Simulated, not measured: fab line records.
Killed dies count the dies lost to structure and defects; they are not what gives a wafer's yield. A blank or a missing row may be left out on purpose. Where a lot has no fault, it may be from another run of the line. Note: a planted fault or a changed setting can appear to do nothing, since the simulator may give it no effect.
fab line records + flow sky130
[record]
- lots = 6
- wafers = 18
- lastDay = 49
route steps=708 shown VT_ADJUST_PCH@147 SONOS_TUNNEL@154
lots untouched by any fault: they come from a run of this same line in which no faults occurred
startH: hours from the record's opening day to when the first of the lot's shown wafers began + waitH: hours elapsed since this lot's preceding step + " identical to the entry in the row above + L1.1+2: a row that stands for several wafers + - no value, or no start given + * or withheld: withheld + < > ~ a bound
route shown NAME@n: a module of which the file shows steps, and the number in the route of the first + usual: the fault-free wafers' mean and standard deviation + same: alike in all rows + chamber/n: place in a boat + sites: the reading at each site + _std_site: their standard deviation + _edge_site: the outer-site mean with the inner-site mean subtracted + radiusMm: how far each site lies from the wafer's centre + mask NAME#n: copy n + behind: the last tool/chamber to shape the wafer + hold: reason for holding the lot/hours on hold/outcome of the hold + device: the n, p or np transistor that did not switch + end of line: tests run on the same wafers once the route is complete + a step with no rows: only its recipe + killed: dies lost to structure and defects at the first sort, not the wafer's yield + map: shows each die of a wafer: x if killed, . if not, _ if none is there
set.NAME: the setting that was run; set.NAME@STEP: the one run at that earlier step + model.NAME: the simulator's own value behind a step, which no gauge read
lots at selected steps of the route; one table per step, one row per wafer
services: from which hour (startH, from the record's first day; less than 0 if before it) a tool's chamber was out of use, for how many hours, and why
[[steps]]
[step SKY_VT_ADJUST_PCH_EXPOSE_04]
[recipe]
- maskId = NWM
- na = 0.6
- sourceShape = conventional
- sigmaOuter = 0.6
- polarization = unpolarized
- targetCdNm = 840
- doseMj = 255
[step SKY_VT_ADJUST_PCH_PEB_05]
[recipe]
- tempC = 115
- timeS = withheld
[step SKY_VT_ADJUST_PCH_DEVELOP_06]
[recipe]
- wallAngleDeg = 90
- developer = TMAH
- developTimeS = 60
- devTempC = 23
[step SKY_VT_ADJUST_PCH_OVL_MEAS_07]
[usual]
- VT_ADJUST_PCH_OVL = 1.0/1.7
| lot.wafer | tool       | chamber | startH | waitH | VT_ADJUST_PCH_OVL[nm] |
|-----------|------------|---------|--------|-------|-----------------------|
| L237.4    | overlay-02 | -       | 259.39 | -     | 2.2                   |
| L237.5    | "          | -       | "      | "     | 2.2                   |
| L237.6    | "          | -       | "      | "     | 5.7                   |
| L238.1    | overlay-01 | -       | 264.67 | -     | -1.1                  |
| L238.4    | "          | -       | "      | "     | 0.3                   |
| L238.5    | "          | -       | "      | "     | -2.9                  |
| L241.1    | overlay-02 | -       | 288.52 | -     | 1.1                   |
| L241.2    | "          | -       | "      | "     | 0.5                   |
| L241.3    | "          | -       | "      | "     | -0.2                  |
| L246.1    | overlay-02 | -       | 322.37 | -     | 0.7                   |
| L246.2    | "          | -       | "      | "     | 1.7                   |
| L246.5    | "          | -       | "      | "     | 2.3                   |
| L249.2    | overlay-01 | -       | 356.58 | -     | -0.5                  |
| L249.3    | "          | -       | "      | "     | -1.8                  |
| L249.4    | "          | -       | "      | "     | -1.3                  |
| L251.2    | overlay-02 | -       | 368.77 | -     | 0.1                   |
| L251.3    | "          | -       | "      | "     | -0.5                  |
| L251.6    | "          | -       | "      | "     | 1.7                   |
[step SKY_VT_ADJUST_PCH_IMPLANT_08]
[recipe]
- species = B
- energyKev = 10
- doseCm2 = 5e+11
- tiltDeg = withheld
[step SKY_VT_ADJUST_PCH_STRIP_09]
[recipe]
- chemistry = O2/N2
- powerW = 1400
- pressureMtorr = 1500
- platenTempC = withheld
- o2FlowSccm = 3000
- n2FlowSccm = 300
- overashFraction = 0.5
[usual]
- drypumpMotorCurrentA = 5.72/0.18
- oesProductAu = 0.722/0.0044
- stripTimeToEndpointS = 36.93/0.11
| lot.wafer | tool           | chamber | startH | waitH | drypumpMotorCurrentA | oesProductAu | rfHoursCounterH | stripTimeToEndpointS |
|-----------|----------------|---------|--------|-------|----------------------|--------------|-----------------|----------------------|
| L237.4    | plasmaAsher-03 | 0       | 259.59 | 0.1   | 5.80                 | 0.722        | -               | 37.23                |
| L237.5    | "              | 0       | "      | "     | 5.88                 | 0.718        | -               | 37.10                |
| L237.6    | "              | 1       | "      | "     | 5.42                 | 0.725        | -               | 36.99                |
| L238.1    | plasmaAsher-02 | 0       | 264.86 | 0.1   | 5.62                 | 0.721        | 14              | 37.12                |
| L238.4    | "              | 1       | "      | "     | 5.85                 | 0.725        | -               | 37.03                |
| L238.5    | "              | 0       | "      | "     | 5.63                 | 0.726        | -               | 37.09                |
| L241.1    | plasmaAsher-02 | 1       | 288.71 | 0.1   | 5.88                 | 0.713        | 17              | 36.70                |
| L241.2    | "              | 0       | "      | "     | 5.61                 | 0.721        | 17              | 36.70                |
| L241.3    | "              | 1       | "      | "     | 5.87                 | 0.722        | -               | 36.75                |
| L246.1    | plasmaAsher-04 | 0       | 322.56 | 0.1   | 5.74                 | 0.723        | 47              | 36.89                |
| L246.2    | "              | 1       | "      | "     | 5.87                 | 0.718        | 47              | 37.05                |
| L246.5    | "              | 0       | "      | "     | 5.75                 | 0.721        | -               | 37.05                |
| L249.2    | plasmaAsher-03 | 0       | 356.76 | 0.1   | 5.86                 | 0.720        | 68              | 36.79                |
| L249.3    | "              | 1       | "      | "     | 5.43                 | 0.726        | -               | 36.73                |
| L249.4    | "              | 0       | "      | "     | 5.84                 | 0.716        | -               | 36.73                |
| L251.2    | plasmaAsher-04 | 0       | 368.95 | 0.1   | 5.75                 | 0.717        | 52              | 36.90                |
| L251.3    | "              | 1       | "      | "     | 5.86                 | 0.727        | -               | 36.90                |
| L251.6    | "              | 1       | "      | "     | 5.88                 | 0.724        | -               | 36.85                |
[step SKY_VT_ADJUST_PCH_TW_MEAS_10]
[usual]
- VT_ADJUST_PCH_TW = 144.3/1.1
| lot.wafer | tool         | chamber | startH | waitH | VT_ADJUST_PCH_TW |
|-----------|--------------|---------|--------|-------|------------------|
| L237.4    | filmMetro-03 | -       | 259.69 | 0.1   | 143.0            |
| L237.5    | "            | -       | "      | "     | 142.3            |
| L237.6    | "            | -       | "      | "     | 142.3            |
| L238.1    | filmMetro-02 | -       | 264.96 | 0.1   | 144.9            |
| L238.4    | "            | -       | "      | "     | 145.0            |
| L238.5    | "            | -       | "      | "     | 145.7            |
| L241.1    | filmMetro-01 | -       | 288.81 | 0.1   | 144.5            |
| L241.2    | "            | -       | "      | "     | 144.6            |
| L241.3    | "            | -       | "      | "     | 144.0            |
| L246.1    | filmMetro-03 | -       | 322.66 | 0.1   | 143.2            |
| L246.2    | "            | -       | "      | "     | 143.8            |
| L246.5    | "            | -       | "      | "     | 143.2            |
| L249.2    | filmMetro-03 | -       | 356.87 | 0.1   | 143.5            |
| L249.3    | "            | -       | "      | "     | 143.4            |
| L249.4    | "            | -       | "      | "     | 144.0            |
| L251.2    | filmMetro-03 | -       | 369.06 | 0.1   | 143.4            |
| L251.3    | "            | -       | "      | "     | 143.5            |
| L251.6    | "            | -       | "      | "     | 143.5            |
[step SKY_SONOS_TUNNEL_DEHYDRATE_00]
[recipe]
- tempC = 200
- timeS = 60
[step SKY_SONOS_TUNNEL_HMDS_01]
[recipe]
- primeTimeS = 60
- primeTempC = 120
[step SKY_SONOS_TUNNEL_COAT_02]
[recipe]
- resist = NOVOLAK
- spinRpm = 3000
- resistThkNm = 1140
[step SKY_SONOS_TUNNEL_SOFTBAKE_03]
[recipe]
- tempC = 90
- timeS = 60
- resist = NOVOLAK
[step SKY_SONOS_TUNNEL_EXPOSE_04]
[recipe]
- maskId = TUNM
- na = 0.6
- sourceShape = conventional
- sigmaOuter = 0.6
- polarization = unpolarized
- targetCdNm = 410
- doseMj = 136
[step SKY_SONOS_TUNNEL_PEB_05]
[recipe]
- tempC = withheld
- timeS = *
- resist = NOVOLAK
[usual]
- chillPlateTempC = *
- exhaustPa = 44.9/0.89
- resistLineTempC = *
- timeS = *
| lot.wafer | tool          | chamber | startH | waitH | chillPlateTempC | exhaustPa | resistLineTempC | timeS |
|-----------|---------------|---------|--------|-------|-----------------|-----------|-----------------|-------|
| L237.4    | lithoTrack-03 | -       | 283.61 | -     | -               | -         | -               | -     |
| L237.5    | "             | -       | "      | "     | -               | -         | -               | -     |
| L237.6    | "             | -       | "      | "     | -               | -         | -               | -     |
| L238.1    | lithoTrack-02 | -       | 288.57 | -     | -               | -         | -               | -     |
| L238.4    | "             | -       | "      | "     | -               | -         | -               | -     |
| L238.5    | "             | -       | "      | "     | -               | -         | -               | -     |
| L241.1    | lithoTrack-01 | 0       | 312.92 | -     | *               | 44.9      | *               | *     |
| L241.2    | "             | 0       | "      | "     | *               | 44.1      | *               | *     |
| L241.3    | "             | 0       | "      | "     | *               | 45.5      | *               | *     |
| L246.1    | lithoTrack-03 | 0       | 348.68 | -     | *               | 45.0      | *               | *     |
| L246.2    | "             | 0       | "      | "     | *               | 45.4      | *               | *     |
| L246.5    | "             | 0       | "      | "     | *               | 44.9      | *               | *     |
| L249.2    | lithoTrack-02 | 0       | 384.24 | -     | *               | 45.4      | *               | *     |
| L249.3    | "             | 0       | "      | "     | *               | 45.9      | *               | *     |
| L249.4    | "             | 0       | "      | "     | *               | 45.6      | *               | *     |
| L251.2    | lithoTrack-01 | 0       | 397.89 | -     | *               | 45.8      | *               | *     |
| L251.3    | "             | 0       | "      | "     | *               | 45.2      | *               | *     |
| L251.6    | "             | 0       | "      | "     | *               | 44.8      | *               | *     |
[step SKY_SONOS_TUNNEL_DEVELOP_06]
[recipe]
- resist = NOVOLAK
- developer = TMAH
- developTimeS = 60
- devTempC = 23
[[services]]
| tool           | chamber | startH | hours | kind   |
|----------------|---------|--------|-------|--------|
| plasmaAsher-04 | -       | 284.23 | 1.8   | repair |
| plasmaAsher-02 | -       | 312.04 | 15.6  | pm     |
| plasmaAsher-02 | -       | 359.09 | 2.8   | pm     |
[[key]]
[firstSign]
- step = SKY_SONOS_TUNNEL_PEB_05
- reading = toolRecord
- direction = missing
effect none on later readings
metAt SKY_SONOS_TUNNEL_PEB_05
struckWafers L237.4,L237.5,L237.6,L238.1,L238.4,L238.5
sortLeftOut L237.4,L237.5,L237.6,L238.1,L238.4,L238.5
testerLeftOut L237,L238
[fault]
- kind = skippedStepWhole
- tool = lithoTrack-02,lithoTrack-03
- chamber = -
- onsetH = 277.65
- steps = SKY_SONOS_TUNNEL_PEB_05
- scope = struckLotsOnly
// testerLeftOut: of these lots the tester's yield and bins aren't shown, on N5 and GAA mostly nor the transistor test; their killed dies are dies lost to structure and defects alone, not to doping, threshold or leakage, so they don't give the yield
// sortLeftOut: the simulated sort isn't trusted on such a fault, so these wafers' sort isn't shown, and their yield isn't known
